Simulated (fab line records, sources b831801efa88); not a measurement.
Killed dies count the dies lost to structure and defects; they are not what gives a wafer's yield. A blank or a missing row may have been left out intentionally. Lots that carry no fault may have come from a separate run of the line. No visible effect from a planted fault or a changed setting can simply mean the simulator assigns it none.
One fault seen from 2 desks -- flow gf180mcu -- only its own numbers are on each desk; what lay behind them is given at the end
Where a reading is given only as a bound, like >300, the bound stands for it, and a mean or a difference that rests on one is marked > or <: the true number lies beyond.

== METROLOGY DESK ==
Lot by lot, what the gauges showed, no matter which tool ran the lot: averages of those sampled wafers that carry a number. If a lot's mean is further than 4 standard deviations from the usual mean, the lot is out of limits and carries the mark OUT (the distance appears in the brackets).
Columns: A = MIM_ALCU_RS at GF_MIM_RS_MEAS_10, usual 0.1595 ohm/sq; B = MIM_ALCU_THK at GF_MIM_THK_MEAS_11, usual 204.3 nm; C = M5_OVL at GF_M5_OVL_MEAS_08, usual 1 nm
lot,first seen here,A,B,C
L216,day 24 10:43,0.1560,208.1,-3
L219,day 25 13:16,0.1559,209.7,5
L220,day 25 20:54,0.1607,203.7,7
L221,day 26 05:53,0.1600,202.4,1
L224,day 26 23:17,9.2789 (+99 or more) OUT,<0.3 (<-73) OUT,-
L225,day 27 11:22,9.3114 (+99 or more) OUT,<0.4 (<-73) OUT,-
L226,day 27 19:41,0.1593,204.2,3
L229,day 28 16:04,0.1589,206.9,10
L230,day 28 23:03,0.1584,206.9,-2
L231,day 29 09:32,0.1605,201.1,5
L232,day 29 12:41,0.1596,205.4,-2
L234,day 30 02:01,0.1601,203.5,0
L235,day 30 07:22,0.1611,203.2,6
L238,day 31 11:29,0.1602,202.1,-2
Finding of this desk: L224, L225 out of limits, first seen on L224 at day 26 23:17 (MIM_ALCU_RS at GF_MIM_RS_MEAS_10). L216, L219, L220, L221, L226, L229, L230, L231, L232, L234, L235, L238: within limits.

== FOR THE TOOL OWNER'S DESK: pvd-sputter-01 ==
The tool's own readings at GF_MIM_SPUTTER_08 (material AlCu, target thk 200 nm, time 10.6 s): means of the sampled wafers that have a number, for each lot that ran on this tool. If a lot's mean is further than 4 standard deviations from the usual mean, the lot is out of limits and carries the mark OUT (the distance appears in the brackets).
Columns: A = cathode-dc-power-W at GF_MIM_SPUTTER_08, usual 10600 W; B = chamber-pressure-pa at GF_MIM_SPUTTER_08, usual 0.4000 Pa; C = throttle-valve-pct at GF_MIM_SPUTTER_08, usual 30.2 %
lot,first seen here,A,B,C
L226,day 27 19:36,10599,0.3995,30.7
L231,day 29 09:29,10598,0.4001,29.3
Result from this desk: across the 2 lots, nothing is out of limits.

== BROUGHT TOGETHER ==
L224, L225 would have let the metrology desk raise an alarm at day 26 23:17.
Nothing out of limits was seen by the tool owner's desk.
The tool owner's desk has no number on record for L224, L225.
Of the lots named, all ran GF_MIM_SPUTTER_08 on pvd-sputter-01.

== WHAT THE SIMULATOR PUT IN ==
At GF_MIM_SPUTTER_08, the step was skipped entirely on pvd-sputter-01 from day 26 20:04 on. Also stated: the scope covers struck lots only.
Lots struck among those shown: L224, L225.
Delay in hours, fault start to first out-of-limits reading, per desk: metrology desk 3.
